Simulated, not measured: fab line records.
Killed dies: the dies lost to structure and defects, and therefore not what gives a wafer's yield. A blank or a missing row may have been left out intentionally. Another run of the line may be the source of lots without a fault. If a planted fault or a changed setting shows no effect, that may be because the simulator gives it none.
fab line records | flow gf180mcu
[record] lots = 12 wafers = 36 last_day = 34
route steps=602 shown V1@360 M2@374
lots with no fault: from the same line, run without faults
start_h: hours from the record's opening day to when the first of the lot's shown wafers began | wait_h: how many hours have passed since the lot's step before this one | " unchanged from the row above | L1.1+2: a single row standing in for several wafers | - either no value or no given start | * or withheld: withheld | < > ~ a bound
route shown NAME@n: a module of which the file shows steps, and the number in the route of the first | usual: mean/standard deviation taken from wafers without a fault | same: alike in all rows | chamber/n: place in a boat | sites: per-site readings | _std_site: the values' standard deviation | _edge_site: mean of outer sites minus mean of inner sites | radius_mm: how far each site lies from the wafer's centre | mask NAME#n: copy n | behind: the most recent tool/chamber to have shaped the wafer | hold: reason for holding the lot/hours on hold/outcome of the hold | device: the n, p or np transistor that did not switch | end of line: the tests these same wafers got at the end of their route | step lacking rows: just its recipe | killed: the dies lost at the first sort to structure and to defects; this is not the yield of the wafer | map: a wafer's dies, x killed, . not, _ none there
set.NAME: the setting that was run; set.NAME@STEP: the one run at that earlier step | model.NAME: the simulator's own value behind a step, which no gauge read
steps of the route over a sample of lots; a table a step, a row a wafer
services: from which hour (start_h, from the record's first day; less than 0 if before it) a tool's chamber was out of use, for how many hours, and why
[[steps]]
[step GF_V1_THK_MEAS_25]
[recipe] thk_meas_gauge = xrf reads = W_of_V1_CVD_23
[usual] V1_W_THK = 352/5
// columns lot.wafer tool chamber start_h wait_h V1_W_THK[nm]
L934.2 film_metro-01 - 410.66 0.1 350
L934.3 " - " " 351
L934.5 " - " " 352
L936.1 film_metro-04 - 429.45 0.1 352
L936.4 " - " " 343
L936.5 " - " " 351
L938.3 film_metro-03 - 454.91 0.1 352
L938.4 " - " " 362
L938.5 " - " " 354
L941.1 film_metro-04 - 483.70 0.1 355
L941.3 " - " " 350
L941.4 " - " " 352
L942.3 film_metro-04 - 486.32 0.1 352
L942.5 " - " " 354
L942.6 " - " " 349
L943.2 film_metro-01 - 492.07 0.1 350
L943.3 " - " " 346
L943.5 " - " " 352
L945.4 film_metro-03 - 513.86 0.1 349
L945.5 " - " " 351
L945.6 " - " " 348
L946.1 film_metro-03 - 520.14 0.1 340
L946.2 " - " " 351
L946.5 " - " " 350
L948.1 film_metro-03 - 534.64 0.1 355
L948.3 " - " " 353
L948.4 " - " " 354
L955.2 film_metro-01 - 595.06 0.1 339
L955.4 " - " " 340
L955.6 " - " " 347
L956.1 film_metro-01 - 601.43 0.1 349
L956.2 " - " " 353
L956.5 " - " " 349
L957.1 film_metro-04 - 610.19 0.1 351
L957.3 " - " " 354
L957.6 " - " " 357
[step GF_V1_CMP_26]
[recipe] stop_on = SiO2 down_force_psi = 3.5 platen_rpm = 60 t_overpolish_s = 15 target_thk_nm = 0 pad_velocity_m_s = 0.94248
[usual] motor_current_A = 10.3/0.78 overpolish_run_s = 14.999/0.0097 time_to_endpoint_s = 84/3.5
// columns lot.wafer tool chamber start_h wait_h motor_current_A overpolish_run_s time_to_endpoint_s
L934.2 cmp-02 0 410.71 0.0 11.5 15.001 90
L934.3 " 3 " " 10.7 14.997 82
L934.5 " 0 " " 12.0 14.993 87
L936.1 cmp-02 0 429.56 0.1 11.1 15.001 89
L936.4 " 1 " " 9.8 14.993 77
L936.5 " 3 " " 10.0 14.994 80
L938.4 cmp-02 1 455.00 0.1 9.8 14.995 85
L938.3 " 3 " " 10.9 15.009 81
L938.5 " 0 " " 11.4 15.005 87
L941.3 cmp-02 2 483.81 0.1 10.4 14.990 85
L941.1 " 3 " " 10.5 15.000 84
L941.4 " 0 " " 11.0 14.987 89
L942.3 cmp-02 1 486.46 0.1 9.8 15.000 85
L942.5 " 3 " " 10.8 15.013 81
L942.6 " 0 " " 12.4 14.999 86
L943.2 cmp-01 3 492.22 0.1 9.7 14.997 84
L943.3 " 0 " " 9.3 15.005 80
L943.5 " 2 " " 9.3 15.010 86
L945.4 cmp-02 2 513.94 0.1 10.2 15.001 85
L945.5 " 1 " " 10.0 15.007 82
L945.6 " 2 " " 10.2 14.988 87
L946.1 cmp-02 2 520.20 0.1 10.6 14.991 78
L946.2 " 1 " " 9.9 14.990 86
L946.5 " 2 " " 10.2 14.985 83
L948.4 cmp-01 1 534.70 0.0 11.5 14.999 83
L948.3 " 2 " " 9.9 14.978 82
L948.1 " 3 " " 9.7 14.984 83
L955.4 cmp-02 2 595.11 0.0 10.1 14.996 79
L955.2 " 3 " " 10.2 14.994 77
L955.6 " 2 " " 10.4 15.000 81
L956.2 cmp-02 0 601.49 0.0 11.4 15.005 86
L956.1 " 1 " " 9.8 14.992 81
L956.5 " 0 " " 11.5 14.992 89
L957.1 cmp-01 1 610.30 0.1 11.1 15.012 89
L957.3 " 2 " " 9.7 15.002 86
L957.6 " 0 " " 9.5 15.001 81
[step GF_M2_PEB_12]
[recipe] peb_temp_c = 135 peb_time_s = 90 resist = KrF
[usual] chill_plate_temp_C = 23.00/0.11 heater_power_total_W = 85.69/0.084 plate_temp_C = 135.02/0.15
[same] peb_time_s = 90
// columns lot.wafer tool chamber start_h wait_h chill_plate_temp_C heater_power_total_W plate_temp_C
L934.2 litho_track-01 0 434.72 - 23.06 85.73 135.22
L934.3 " 0 " " 22.94 85.60 135.34
L934.5 " 0 " " 23.09 85.59 135.34
L936.1 litho_track-02 0 454.35 - 22.84 85.75 134.90
L936.4 " 0 " " 23.00 85.70 134.97
L936.5 " 0 " " 23.07 85.55 135.16
L938.3 litho_track-03 0 479.02 - 22.62 85.77 134.85
L938.4 " 0 " " 22.91 85.73 134.97
L938.5 " 0 " " 22.91 85.64 134.84
L941.1 litho_track-01 0 506.98 - 23.17 85.78 135.06
L941.3 " 0 " " 23.13 85.80 134.98
L941.4 " 0 " " 23.04 85.70 134.94
L942.3 litho_track-02 0 509.96 - 22.94 85.69 135.05
L942.5 " 0 " " 22.89 85.67 135.16
L942.6 " 0 " " 22.88 85.81 135.04
L943.2 litho_track-02 0 515.18 - 23.10 85.67 135.02
L943.3 " 0 " " 23.16 85.56 135.01
L943.5 " 0 " " 23.03 85.77 135.12
L945.4 litho_track-01 0 537.13 - 22.86 85.73 134.93
L945.5 " 0 " " 22.93 85.62 135.01
L945.6 " 0 " " 22.92 85.62 135.01
L946.1 litho_track-02 0 543.49 - 23.09 83.78 132.83
L946.2 " 0 " " 23.16 83.88 132.62
L946.5 " 0 " " 22.92 83.92 132.97
L948.1 litho_track-02 0 557.69 - 22.95 83.73 132.59
L948.3 " 0 " " 22.97 83.77 132.79
L948.4 " 0 " " 22.93 83.71 132.81
L955.2 litho_track-01 0 616.27 - 23.10 85.74 134.92
L955.4 " 0 " " 23.11 85.78 134.99
L955.6 " 0 " " 23.22 85.74 135.15
L956.1 litho_track-03 0 621.80 - 23.06 85.77 134.83
L956.2 " 0 " " 23.00 85.74 134.79
L956.5 " 0 " " 23.10 85.76 134.82
L957.1 litho_track-02 0 631.24 - 23.05 85.59 135.03
L957.3 " 0 " " 23.00 85.86 134.92
L957.6 " 0 " " 23.08 85.72 134.99
[step GF_M2_CD_MEAS_14]
[recipe] target_cd_nm = 280
[usual] cd_nm = 279.5/1.1
// columns lot.wafer tool chamber start_h wait_h cd_nm
L934.2 cd_sem-02 - 435.06 0.1 278.3
L934.3 " - " " 278.4
L934.5 " - " " 279.2
L936.1 cd_sem-02 - 454.70 0.1 279.6
L936.4 " - " " 280.9
L936.5 " - " " 281.4
L938.3 cd_sem-02 - 479.34 0.1 279.1
L938.4 " - " " 278.3
L938.5 " - " " 279.1
L941.1 cd_sem-01 - 507.33 0.1 277.8
L941.3 " - " " 277.4
L941.4 " - " " 278.0
L942.3 cd_sem-01 - 510.28 0.1 281.0
L942.5 " - " " 278.8
L942.6 " - " " 280.4
L943.2 cd_sem-01 - 515.51 0.1 279.6
L943.3 " - " " 280.7
L943.5 " - " " 280.3
L945.4 cd_sem-02 - 537.44 0.1 278.9
L945.5 " - " " 278.6
L945.6 " - " " 278.3
L946.1 cd_sem-02 - 543.84 0.1 286.0
L946.2 " - " " 286.6
L946.5 " - " " 286.5
L948.1 cd_sem-02 - 558.04 0.1 283.5
L948.3 " - " " 284.4
L948.4 " - " " 285.0
L955.2 cd_sem-02 - 616.60 0.1 279.2
L955.4 " - " " 278.0
L955.6 " - " " 279.3
L956.1 cd_sem-02 - 622.37 0.3 278.6
L956.2 " - " " 278.7
L956.5 " - " " 278.7
L957.1 cd_sem-02 - 631.60 0.1 279.8
L957.3 " - " " 280.2
L957.6 " - " " 280.1
[step GF_M2_METAL_ETCH_16]
[recipe] chemistry = Cl2/BCl3 mask_material = KrF target_depth_nm = 750.8 stop_on = SiO2 pressure_mtorr = 8 icp_w = 800 bias_w = 140 Cl2_flow_sccm = 80 bcl3_flow_sccm = 40 time_s = 125.1
[usual] bias_w = 140.1/0.4 drypump_motor_current_A = 5.6/0.59 oes_product_au = 0.988/0.0064 throttle_valve_pct = 28.233/0.011
// columns lot.wafer tool chamber start_h wait_h bias_w drypump_motor_current_A oes_product_au rf_hours_counter_h throttle_valve_pct
L934.2 rie_metal-04 1 435.19 0.0 140.0 5.0 0.992 5 28.223
L934.3 " 1 " " 140.2 5.0 0.994 - 28.233
L934.5 " 0 " " 139.8 5.5 0.993 - 28.227
L936.1 rie_metal-04 1 454.85 0.0 139.7 5.0 0.992 5 28.234
L936.4 " 1 " " 140.1 5.0 0.988 - 28.233
L936.5 " 0 " " 140.2 5.5 0.999 - 28.238
L938.3 rie_metal-01 1 479.50 0.1 140.5 6.4 0.995 - 28.243
L938.4 " 0 " " 139.9 5.9 0.992 - 28.253
L938.5 " 0 " " 140.5 5.9 0.986 - 28.219
L941.1 rie_metal-04 1 507.49 0.0 140.9 5.0 0.997 6 28.235
L941.3 " 1 " " 140.2 5.0 0.993 - 28.226
L941.4 " 1 " " 140.3 5.0 0.989 - 28.234
L942.3 rie_metal-03 1 510.44 0.1 140.0 6.6 0.987 - 28.249
L942.5 " 0 " " 139.9 4.8 0.981 - 28.236
L942.6 " 1 " " 140.4 6.6 0.990 - 28.242
L943.2 rie_metal-01 1 515.65 0.0 139.9 6.4 0.985 9 28.226
L943.3 " 1 " " 139.4 6.4 0.982 - 28.248
L943.5 " 0 " " 140.5 5.9 0.988 - 28.218
L945.4 rie_metal-01 1 537.58 0.1 139.6 6.4 0.981 - 28.232
L945.5 " 1 " " 140.6 6.4 0.974 - 28.248
L945.6 " 0 " " 139.3 5.9 0.985 - 28.211
L946.1 rie_metal-04 0 544.00 0.0 139.4 5.5 0.988 1 28.215
L946.2 " 1 " " 140.7 5.0 1.001 8 28.243
L946.5 " 1 " " 139.9 5.0 0.994 - 28.228
L948.1 rie_metal-04 0 558.20 0.0 140.9 5.5 0.986 1 28.251
L948.3 " 0 " " 140.5 5.5 0.983 - 28.234
L948.4 " 0 " " 140.5 5.5 0.987 - 28.231
L955.2 rie_metal-01 1 616.74 0.0 139.8 6.4 0.975 13 28.235
L955.4 " 1 " " 139.7 6.4 0.977 - 28.250
L955.6 " 0 " " 140.0 5.9 0.988 - 28.240
L956.1 rie_metal-04 0 622.53 0.0 139.6 5.5 0.989 3 28.244
L956.2 " 1 " " 140.3 5.0 0.989 10 28.223
L956.5 " 0 " " 140.4 5.5 0.982 - 28.237
L957.1 rie_metal-03 0 631.76 0.0 140.3 4.9 0.998 3 28.233
L957.3 " 1 " " 139.8 6.6 0.987 - 28.214
L957.6 " 0 " " 140.7 4.8 0.991 - 28.245
[[services]]
// columns tool chamber start_h hours kind
cmp-02 - 404.15 4.0 pm
cmp-02 - 408.15 - consumable_replace:conditioner
cmp-02 - 408.15 - consumable_replace:pad
cmp-02 - 416.27 0.7 repair
rie_metal-04 - 432.27 2.8 pm
rie_metal-03 - 445.00 1.2 repair
rie_metal-01 1 446.08 21.3 repair
cmp-02 - 461.80 2.2 repair
cmp-02 - 477.96 1.5 repair
cmp-02 - 489.32 12.7 pm
rie_metal-04 0 496.37 - clean
rie_metal-04 0 496.37 15.3 scheduled_down
rie_metal-04 0 496.37 15.3 vent_cycle
rie_metal-04 0 549.04 8.1 repair
rie_metal-04 1 552.71 16.0 repair
cmp-01 - 555.88 1.2 repair
rie_metal-01 0 568.32 14.4 repair
cmp-01 - 572.27 4.0 pm
cmp-01 - 576.27 - consumable_replace:conditioner
cmp-01 - 576.27 - consumable_replace:pad
cmp-02 - 591.00 1.1 repair
cmp-01 - 592.58 3.4 repair
rie_metal-04 - 601.84 4.3 pm
cmp-02 - 622.83 0.2 repair
[[key]]
[first_sign] step = GF_M2_PEB_12 reading = heater_power_total_W direction = down sigmas = 22 usual = 85.69 struck = 83.80
[effect] step = GF_M2_PEB_12 reading = plate_temp_C direction = down sigmas = 15 usual = * struck = *
[effect] step = GF_M2_CD_MEAS_14 reading = cd_nm direction = up sigmas = 5.2 usual = 279.5 struck = 285.3
met_at GF_M2_PEB_12
struck_lots L946,L948
not_acting_at GF_V1_THK_MEAS_25,GF_V1_CMP_26,GF_M2_METAL_ETCH_16
onset_between 515.18 543.49
[fault] kind = process_parameter_drift tool = litho_track-02 chamber = - onset_h = 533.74 steps = GF_M2_PEB_12 channel = peb_temp_c offset = * shape = step end_h = 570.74 acts_in = * stated = *
